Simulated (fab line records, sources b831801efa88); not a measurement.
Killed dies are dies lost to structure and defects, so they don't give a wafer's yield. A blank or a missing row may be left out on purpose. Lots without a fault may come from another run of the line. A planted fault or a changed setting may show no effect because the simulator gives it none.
fab line records | flow sky130
record lots=13 wafers=39 last_day=50
route steps=708 shown POLY_GATE@221 CONTACT@422 VIA1@461
lots that met no fault: from a run of the same line without faults
start_h: hours from the record's first day to the start of the lot's first wafer shown | wait_h: hours since the lot's step before | " the same as in the row above | L1.1+2: a row that stands for several wafers | - no value, or no start given | * or withheld: withheld | < > ~ a bound
route shown NAME@n: a module of which the file shows steps, and the number in the route of the first | usual: mean/standard deviation of fault-free wafers | same: alike in all rows | chamber/n: place in a boat | sites: the reading at each site | _std_site: their standard deviation | _edge_site: outer sites' mean less inner sites' | radius_mm: how far each site lies from the wafer's centre | mask NAME#n: copy n | behind: the tool/chamber that last shaped the wafer | hold: why the lot was held/for how many hours/how that ended | device: the transistor (n, p or np) that didn't switch | end of line: the same wafers' tests at the end of the route | a step without rows: its recipe alone | killed: dies lost to structure and defects at the first sort, not the wafer's yield | map: a wafer's dies, x killed, . not, _ none there
set.NAME: the setting as run; set.NAME@STEP: as run at that earlier step | model.NAME: the simulator's own value behind a step, which no gauge read
steps of the route over a sample of lots; a table a step, a row a wafer
services: from which hour (start_h, from the record's first day; less than 0 if before it) a tool's chamber was out of use, for how many hours, and why
## steps
# step SKY_POLY_GATE_COAT_07
# recipe resist=BARC temp_c=withheld time_s=withheld spin_rpm=3000 resist_thk_nm=110
# usual spin_speed_rpm=3000.1/1.9
# columns lot.wafer tool chamber start_h wait_h spin_speed_rpm
L860.1 litho_track-03 0 381.77 0.1 3002.2
L860.3 " 0 " " 3000.2
L860.5 " 0 " " 3000.2
L859.3 litho_track-03 0 383.87 0.1 2999.8
L859.4 " 0 " " 3001.0
L859.5 " 0 " " 3000.9
L861.2 litho_track-03 0 392.84 0.1 3003.1
L861.3 " 0 " " 3000.6
L861.5 " 0 " " 2998.8
L863.2 litho_track-03 0 401.14 0.1 3000.8
L863.5 " 0 " " 2999.0
L863.6 " 0 " " 3000.2
L865.2 litho_track-02 0 427.53 0.1 3002.7
L865.3 " 0 " " 3002.6
L865.4 " 0 " " 2998.6
L866.2 litho_track-01 0 428.42 0.1 3000.5
L866.4 " 0 " " 2999.7
L866.5 " 0 " " 3000.2
L869.3 litho_track-01 0 457.20 0.1 3288.0
L869.5 " 0 " " 3288.3
L869.6 " 0 " " 3289.5
L870.1 litho_track-01 0 463.20 0.1 3286.2
L870.4 " 0 " " 3287.3
L870.5 " 0 " " 3284.7
L873.2 litho_track-03 0 486.39 0.1 3002.0
L873.3 " 0 " " 2997.0
L873.5 " 0 " " 3001.5
L877.1 litho_track-01 0 523.25 0.1 2999.6
L877.3 " 0 " " 2997.6
L877.4 " 0 " " 3000.7
L878.1 litho_track-01 0 526.95 0.1 3002.7
L878.2 " 0 " " 2998.6
L878.4 " 0 " " 3002.1
L879.1 litho_track-03 0 537.92 0.1 2999.5
L879.5 " 0 " " 3001.2
L879.6 " 0 " " 2997.8
L880.3 litho_track-01 0 539.95 0.1 3000.0
L880.5 " 0 " " 2997.3
L880.6 " 0 " " 2999.2
# step SKY_CONTACT_ETCH_16
# recipe chemistry=N2/H2 target=BARC ion_energy_ev=200 source_w=500 bias_w=100 pressure_mtorr=30 n2_flow_sccm=100 h2_flow_sccm=200 stop_on=SiO2 time_s=45.9 target_depth_a=600
# usual drypump_motor_current_A=5.7/0.36 h2_flow_sccm=200.0/0.64 oes_product_au=0.855/0.0049 throttle_valve_pct=13.225/0.0089
# columns lot.wafer tool chamber start_h wait_h drypump_motor_current_A h2_flow_sccm oes_product_au rf_hours_counter_h throttle_valve_pct
L860.1 rie_diel-04 2 760.26 0.0 5.2 199.4 0.852 4 13.216
L860.3 " 3 " " 5.5 199.3 0.854 12 13.210
L860.5 " 0 " " 5.9 199.9 0.857 - 13.234
L859.3 rie_diel-01 2 761.71 0.0 5.3 200.6 0.862 13 13.226
L859.4 " 0 " " 6.4 200.9 0.853 23 13.241
L859.5 " 1 " " 5.9 198.9 0.851 - 13.223
L861.2 rie_diel-04 1 772.31 0.0 5.4 199.5 0.855 0 13.224
L861.3 " 3 " " 5.5 199.4 0.846 13 13.240
L861.5 " 2 " " 5.2 199.4 0.857 - 13.244
L863.2 rie_diel-01 2 774.75 0.0 5.3 200.0 0.853 13 13.228
L863.5 " 2 " " 5.3 200.7 0.857 - 13.207
L863.6 " 3 " " 6.0 200.3 0.860 - 13.226
L865.2 rie_diel-04 0 800.16 0.0 5.9 200.6 0.864 6 13.221
L865.3 " 3 " " 5.5 199.8 0.859 14 13.217
L865.4 " 1 " " 5.4 200.2 0.850 1 13.235
L866.2 rie_diel-01 0 802.26 0.0 6.4 199.6 0.843 24 13.225
L866.4 " 1 " " 5.9 199.6 0.853 10 13.237
L866.5 " 1 " " 5.9 198.9 0.861 - 13.225
L869.3 rie_diel-03 2 826.26 0.0 5.8 199.9 0.860 3 13.225
L869.5 " 3 " " 5.9 199.6 0.856 - 13.214
L869.6 " 2 " " 5.8 200.1 0.850 - 13.236
L870.1 rie_diel-04 3 830.31 0.0 5.5 199.9 0.859 15 13.222
L870.4 " 0 " " 6.0 200.1 0.865 7 13.223
L870.5 " 2 " " 5.3 199.5 0.850 - 13.223
L873.2 rie_diel-04 0 851.05 0.0 5.9 199.2 0.856 8 13.230
L873.3 " 3 " " 5.5 200.2 0.855 15 13.224
L873.5 " 1 " " 5.4 199.5 0.857 - 13.218
L877.1 rie_diel-03 0 882.47 0.0 5.2 201.1 0.854 22 13.210
L877.3 " 1 " " 6.2 199.2 0.865 16 13.212
L877.4 " 3 " " 5.9 200.1 0.855 22 13.216
L878.1 rie_diel-01 2 883.51 0.0 5.3 200.1 0.858 17 13.222
L878.2 " 3 " " 6.0 201.5 0.848 4 13.227
L878.4 " 1 " " 5.9 200.4 0.858 13 13.242
L879.1 rie_diel-01 0 892.46 0.0 6.4 200.4 0.852 0 13.208
L879.5 " 1 " " 5.9 200.0 0.854 - 13.222
L879.6 " 2 " " 5.3 199.8 0.852 - 13.230
L880.3 rie_diel-01 1 894.50 0.0 5.9 199.8 0.857 14 13.217
L880.5 " 2 " " 5.3 199.4 0.860 - 13.207
L880.6 " 3 " " 6.0 200.5 0.860 - 13.230
# step SKY_VIA1_BOW_MEAS_03
# recipe mode=bow
# usual VIA1_BOW=81/7.5
# columns lot.wafer tool chamber start_h wait_h VIA1_BOW[um]
L860.1 film_metro-03 - 790.01 0.2 83
L860.3 " - " " 84
L860.5 " - " " 87
L859.3 film_metro-01 - 790.97 0.2 78
L859.4 " - " " 82
L859.5 " - " " 67
L861.2 film_metro-03 - 801.89 0.2 77
L861.3 " - " " 92
L861.5 " - " " 77
L863.2 film_metro-03 - 804.16 0.2 93
L863.5 " - " " 72
L863.6 " - " " 80
L865.2 film_metro-03 - 829.56 0.3 86
L865.3 " - " " 90
L865.4 " - " " 87
L866.2 film_metro-03 - 831.82 0.2 77
L866.4 " - " " 82
L866.5 " - " " 95
L869.3 film_metro-03 - 855.98 0.2 89
L869.5 " - " " 81
L869.6 " - " " 63
L870.1 film_metro-03 - 859.88 0.1 74
L870.4 " - " " 76
L870.5 " - " " 90
L873.2 film_metro-01 - 880.21 0.2 77
L873.3 " - " " 63
L873.5 " - " " 86
L877.1 film_metro-01 - 911.16 0.1 88
L877.3 " - " " 74
L877.4 " - " " 88
L878.1 film_metro-03 - 911.76 0.2 77
L878.2 " - " " 92
L878.4 " - " " 73
L879.1 film_metro-01 - 922.09 0.1 78
L879.5 " - " " 77
L879.6 " - " " 94
L880.3 film_metro-03 - 923.33 0.3 79
L880.5 " - " " 87
L880.6 " - " " 79
# step SKY_VIA1_OVL_MEAS_13
# usual VIA1_OVL=3/5.7
# columns lot.wafer tool chamber start_h wait_h VIA1_OVL[nm]
L860.1 overlay-01 - 816.42 0.1 5
L860.3 " - " " 3
L860.5 " - " " -1
L859.3 overlay-02 - 817.87 0.1 -2
L859.4 " - " " 4
L859.5 " - " " 2
L861.2 overlay-02 - 828.67 0.1 -6
L861.3 " - " " -8
L861.5 " - " " -12
L863.2 overlay-01 - 830.63 0.1 -1
L863.5 " - " " -4
L863.6 " - " " -10
L865.2 overlay-01 - 855.76 0.1 12
L865.3 " - " " 9
L865.4 " - " " 15
L866.2 overlay-01 - 858.22 0.1 -2
L866.4 " - " " -3
L866.5 " - " " 4
L869.3 overlay-02 - 881.02 0.1 8
L869.5 " - " " 10
L869.6 " - " " 5
L870.1 overlay-01 - 885.57 0.1 0
L870.4 " - " " 6
L870.5 " - " " -6
L873.2 overlay-01 - 905.93 0.1 10
L873.3 " - " " 8
L873.5 " - " " -1
L877.1 overlay-01 - 936.35 0.1 12
L877.3 " - " " 3
L877.4 " - " " 16
L878.1 overlay-02 - 936.88 0.1 0
L878.2 " - " " 4
L878.4 " - " " 7
L879.1 overlay-01 - 946.28 0.1 7
L879.5 " - " " 3
L879.6 " - " " 2
L880.3 overlay-01 - 947.53 0.1 2
L880.5 " - " " -1
L880.6 " - " " 11
## services
# columns tool chamber start_h hours kind
rie_diel-01 0 373.96 5.9 repair
rie_diel-03 1 398.37 2.5 repair
rie_diel-01 1 413.94 10.9 repair
rie_diel-04 2 426.43 13.6 repair
rie_diel-04 3 439.87 8.9 repair
rie_diel-04 - 440.73 0.3 repair
rie_diel-01 - 454.73 0.8 repair
rie_diel-01 0 458.44 5.2 repair
rie_diel-04 - 461.64 14.6 pm
rie_diel-04 - 476.24 2.8 pm
rie_diel-01 3 476.70 5.9 repair
rie_diel-04 - 512.34 1.1 repair
rie_diel-01 3 526.44 5.8 repair
rie_diel-01 0 541.82 3.8 repair
rie_diel-01 0 547.14 22.0 repair
rie_diel-01 - 619.92 14.6 pm
rie_diel-01 3 638.72 9.6 repair
rie_diel-04 0 659.10 6.7 repair
rie_diel-04 2 684.14 6.8 repair
rie_diel-01 3 691.23 6.0 repair
rie_diel-01 - 732.87 28.1 pm
rie_diel-04 1 815.87 11.8 repair
rie_diel-01 3 832.08 8.4 repair
rie_diel-04 - 840.35 2.5 repair
## key
first_sign step=SKY_POLY_GATE_COAT_07 reading=spin_speed_rpm direction=up sigmas=99+ usual=3000.1 struck=3287.3
effect none on later readings
met_at SKY_POLY_GATE_COAT_07
struck_lots L869,L870
tester_left_out L869,L870
not_acting_at SKY_CONTACT_ETCH_16,SKY_VIA1_BOW_MEAS_03,SKY_VIA1_OVL_MEAS_13
onset_between 428.42 457.20
fault kind=process_parameter_drift tool=litho_track-01 chamber=- onset_h=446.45 steps=SKY_POLY_GATE_COAT_07 channel=spin_rpm offset=288.74 shape=step end_h=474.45 acts_in=these_recipes_only stated=3000
# tester_left_out: of these lots the tester's yield and bins aren't shown, on N5 and GAA mostly nor the transistor test; their killed dies are dies lost to structure and defects alone, not to doping, threshold or leakage, so they don't give the yield
